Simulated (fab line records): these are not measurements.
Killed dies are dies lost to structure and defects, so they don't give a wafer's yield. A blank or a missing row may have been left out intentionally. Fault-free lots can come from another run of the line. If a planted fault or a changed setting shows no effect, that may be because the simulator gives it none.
A lot that was struck, set against a sound lot ; flow sky130 ; 4 steps out of a route of 708
Sound: wafers L669.2, L669.5, L669.6. Struck: wafers L683.1, L683.4, L683.5. Last of all comes the cause.
Per side, at each step with rows, come the tool, then ch with its chambers, and then its first start. Under that, the readings that differ: sound wafers ; struck wafers ; difference of the means ; sigmas: that difference in standard deviations of wafers without a fault.
alike: words and numbers the same on both sides, and readings whose means are apart by under 2 such deviations; not compared: readings that were withheld, readings missing a value for some wafer, numbers with overlapping values and no deviation given by the record, and bounds like >300 which may hide the same value.
The two part at a step that has a row with sigmas, a row that says differs or no value, or rows on one side only. Non-overlapping numbers with no deviation appear without sigmas and do not part them. Lack of a reading on every wafer of one side parts them only where that side has two or more wafers.

SKY_FIELD_ISO_BOW_MEAS_00:
  sound: film-metro-02 at day 1 15:01; struck: film-metro-04 at day 4 13:00
  alike: INCOMING_BOW
then, 1 step without rows for these wafers: SKY_FIELD_ISO_OXIDATION_01 (stabilise 600 s, purge 300 s, target thk 12 nm).
SKY_FIELD_ISO_THK_MEAS_02:
  sound: film-metro-04 at day 1 16:38; struck: film-metro-02 at day 4 16:28
reading;sound;struck;difference;sigmas
FIELD_ISO_OXIDATION_00_THK (nm);12.25 12.29 12.18;14.94 14.76 14.88;+2.62;+11
  not compared: hold
-- record jumps: 46 days separate the struck wafers' starts on either side; left off in module FIELD_ISO, taken up again in module PAD_OPEN, whose first shown step is the route's number 708 --
SKY_PAD_OPEN_PROBE_99:
  sound: prober-02 at day 47 03:37; struck: prober-01 at day 50 07:56
reading;sound;struck;difference;sigmas
killed-at-other;2 1 1;0 0 0;-1;-2
  alike: killed_at_M0_to_M3, killed_at_M4_up, killed-at-contacts, killed-at-front-end, killed-dies, killed-on-rim, killed-open, killed-short

WHERE THEY PART
Last at SKY_PAD_OPEN_PROBE_99 as far as this record goes, first at SKY_FIELD_ISO_THK_MEAS_02.

WHY: what the simulator had put in
Metrology matching offset: film-metro-02, from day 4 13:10 on, at SKY_FIELD_ISO_THK_MEAS_02. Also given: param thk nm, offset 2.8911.
